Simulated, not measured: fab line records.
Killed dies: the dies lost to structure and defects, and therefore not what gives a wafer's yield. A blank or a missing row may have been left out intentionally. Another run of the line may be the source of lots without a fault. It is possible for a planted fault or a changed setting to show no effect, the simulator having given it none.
What tool caused it? | flow gf180mcu | 10 lots, 30 wafers sampled, at 5 steps of a route of 602

## WHAT THE GAUGES SHOWED, per wafer
GF_PASSIVATION_THK_MEAS_01. Usual: PASSIVATION_CVD_00_THK gives 1009 nm (standard deviation 14).
lot  | measured     | on           | PASSIVATION_CVD_00_THK (nm) | flag
L834 | day 29 08:44 | filmMetro-04 | 1000 1006 1009              | 
L838 | day 30 16:54 | filmMetro-02 | 1004 1008 1009              | 
L844 | day 31 23:24 | filmMetro-01 | 1011 1009 1022              | 
L845 | day 32 04:01 | filmMetro-04 | 1014 1014 1032              | 
L849 | day 33 08:44 | filmMetro-02 | 973 1007 1003               | 
L851 | day 33 18:34 | filmMetro-04 | 666 641 1027                | OFF
L852 | day 34 01:34 | filmMetro-01 | 1021 1006 1022              | 
L853 | day 34 06:42 | filmMetro-01 | 1006 1015 638               | OFF
L854 | day 34 16:37 | filmMetro-04 | 1016 1022 1034              | 
L856 | day 34 22:39 | filmMetro-02 | 1006 1002 1004              | 

GF_PASSIVATION_THK_MEAS_03. Usual: PASSIVATION_CVD_02_THK gives 690 nm (standard deviation 9.8).
lot  | measured     | on           | PASSIVATION_CVD_02_THK (nm) | flag
L834 | day 29 09:05 | filmMetro-01 | 682 686 702                 | 
L838 | day 30 17:15 | filmMetro-02 | 674 690 702                 | 
L844 | day 31 23:45 | filmMetro-02 | 685 685 688                 | 
L845 | day 32 04:22 | filmMetro-01 | 676 682 708                 | 
L849 | day 33 09:05 | filmMetro-02 | 676 686 690                 | 
L851 | day 33 19:03 | filmMetro-01 | 699 694 697                 | 
L852 | day 34 02:03 | filmMetro-02 | 673 698 692                 | 
L853 | day 34 07:11 | filmMetro-01 | 666 679 687                 | 
L854 | day 34 16:57 | filmMetro-04 | 667 697 676                 | 
L856 | day 34 23:00 | filmMetro-02 | 694 692 692                 | 

## WHAT TOOL EACH LOT RAN ON (gives the tool, then ch and the chambers of the sampled wafers, and finally the start)
lot  | GF_V5_ETCH_16                     | GF_TOP_METAL_SPUTTER_00     | GF_PASSIVATION_CVD_00
L834 | rieDiel-01 ch 1,3, day 28 10:00   | pvdSputter-02, day 28 11:31 | pecvd-04 ch 0,1,2, day 29 08:39
L838 | rieDiel-01 ch 1,3, day 29 19:03   | pvdSputter-03, day 29 20:28 | pecvd-02 ch 0,1, day 30 16:49
L844 | rieDiel-02 ch 0,1,2, day 31 03:08 | pvdSputter-03, day 31 04:35 | pecvd-01 ch 1,2, day 31 23:19
L845 | rieDiel-03 ch 0,1,2, day 31 08:20 | pvdSputter-04, day 31 09:43 | pecvd-04 ch 0,1, day 32 03:56
L849 | rieDiel-01 ch 0,1,3, day 32 13:26 | pvdSputter-02, day 32 15:07 | pecvd-01 ch 0,1,2, day 33 08:40
L851 | rieDiel-03 ch 0,1,2, day 33 00:44 | pvdSputter-03, day 33 02:07 | pecvd-01 ch 0,2, day 33 18:28
L852 | rieDiel-03 ch 0,1,2, day 33 07:25 | pvdSputter-04, day 33 08:50 | pecvd-04 ch 0,1,2, day 34 01:28
L853 | rieDiel-02 ch 1,2,3, day 33 12:01 | pvdSputter-03, day 33 13:28 | pecvd-01 ch 0,1,2, day 34 06:37
L854 | rieDiel-01 ch 1,2, day 33 22:13   | pvdSputter-02, day 33 23:40 | pecvd-02 ch 0,1,2, day 34 16:25
L856 | rieDiel-01 ch 0,2,3, day 34 04:57 | pvdSputter-04, day 34 06:22 | pecvd-04 ch 0,1,2, day 34 22:33
- GF_V5_ETCH_16: etches BARC in N2/H2.
- GF_TOP_METAL_SPUTTER_00: material Ti, target thk 37.5 nm, time 150 s.
- GF_PASSIVATION_CVD_00: deposits SiO2 from TEOS, target thk 1000 nm, time 111.95 s.

## AS READ BY THE TOOLS THEMSELVES (means over the sampled wafers that have a number; for cases with no such wafer, the mark the record gives instead)
GF_V5_ETCH_16. Usual: chamberPressureMTorr 29.994 mTorr, standard deviation 0.029; drypumpMotorCurrentA 5.9 A, standard deviation 0.58; oesProductAu 0.856 a.u., standard deviation 0.005; throttleValvePct 13.226 %, standard deviation 0.0093.
lot  | tool       | chamberPressureMTorr (mTorr) | drypumpMotorCurrentA (A) | oesProductAu (a.u.) | throttleValvePct (%) | flag
L834 | rieDiel-01 | 29.958                       | 5.2                      | 0.859               | 13.232               | 
L838 | rieDiel-01 | 29.965                       | 5.2                      | 0.858               | 13.225               | 
L844 | rieDiel-02 | 29.961                       | 5.9                      | 0.858               | 13.237               | 
L845 | rieDiel-03 | 30.010                       | 6.3                      | 0.859               | 13.230               | 
L849 | rieDiel-01 | 29.996                       | 5.3                      | 0.852               | 13.222               | 
L851 | rieDiel-03 | 30.005                       | 6.3                      | 0.858               | 13.226               | 
L852 | rieDiel-03 | 30.022                       | 6.3                      | 0.858               | 13.224               | 
L853 | rieDiel-02 | 29.984                       | 6.0                      | 0.854               | 13.220               | 
L854 | rieDiel-01 | 29.990                       | 5.3                      | 0.860               | 13.230               | 
L856 | rieDiel-01 | 29.988                       | 5.3                      | 0.853               | 13.227               | 

GF_TOP_METAL_SPUTTER_00. Usual: cathodeDcPowerW 4000.0 W, standard deviation 0.76; chamberPressurePa 2.001 Pa, standard deviation 0.0039; throttleValvePct 29.6 %, standard deviation 0.83.
lot  | tool          | cathodeDcPowerW (W) | chamberPressurePa (Pa) | throttleValvePct (%) | flag
L834 | pvdSputter-02 | 4000.4              | 2.004                  | 30.0                 | 
L838 | pvdSputter-03 | 3999.9              | 2.001                  | 28.8                 | 
L844 | pvdSputter-03 | 3999.5              | 2.002                  | 29.0                 | 
L845 | pvdSputter-04 | 4000.1              | 2.001                  | 29.3                 | 
L849 | pvdSputter-02 | 3999.6              | 1.997                  | 30.5                 | 
L851 | pvdSputter-03 | 3999.1              | 1.999                  | 28.9                 | 
L852 | pvdSputter-04 | 3999.9              | 2.001                  | 29.5                 | 
L853 | pvdSputter-03 | 3999.8              | 2.000                  | 29.0                 | 
L854 | pvdSputter-02 | 4000.1              | 1.995                  | 30.6                 | 
L856 | pvdSputter-04 | 4000.3              | 2.002                  | 29.7                 | 

GF_PASSIVATION_CVD_00. Usual: heaterPowerW 647 W, standard deviation 96; susceptorTempC 400.02 C, standard deviation 0.22.
lot  | tool     | heaterPowerW (W) | susceptorTempC (C) | flag
L834 | pecvd-04 | 624              | 399.95             | 
L838 | pecvd-02 | 576              | 400.11             | 
L844 | pecvd-01 | 793              | 400.05             | 
L845 | pecvd-04 | 597              | 399.72             | 
L849 | pecvd-01 | 702              | 399.80             | 
L851 | pecvd-01 | 822              | 400.07             | 
L852 | pecvd-04 | 616              | 400.03             | 
L853 | pecvd-01 | 710              | 400.03             | 
L854 | pecvd-02 | 549              | 400.15             | 
L856 | pecvd-04 | 597              | 400.21             | 

## THE ANSWER, worked out from the rows above alone
Rule: lot off if the mean of its wafers having a number is beyond 3 standard deviations from the usual mean. A lot without any number at a reading at which 4 lots or more have one is off too. All remaining lots with rows at the step are treated as sound. The gauges are gone through in route order, then the tools' own readings, and for those a lot's mean is taken as printed above. At the first step where some lot is off, the reading lying furthest off is the one used; lots without a number count as furthest.
Off: at GF_PASSIVATION_THK_MEAS_01 (PASSIVATION_CVD_00_THK), L851, L853.
If a tool, at a process step before that reading, ran all the lots that are off and no sound lot after the first of them, it fits. Gauges at GF_PASSIVATION_THK_MEAS_01: tried the same way as those tools. Undecided on this evidence; 2 tools fit (pvdSputter-03 at GF_TOP_METAL_SPUTTER_00, pecvd-01 at GF_PASSIVATION_CVD_00).

## WHAT THE SIMULATOR HAD INSERTED
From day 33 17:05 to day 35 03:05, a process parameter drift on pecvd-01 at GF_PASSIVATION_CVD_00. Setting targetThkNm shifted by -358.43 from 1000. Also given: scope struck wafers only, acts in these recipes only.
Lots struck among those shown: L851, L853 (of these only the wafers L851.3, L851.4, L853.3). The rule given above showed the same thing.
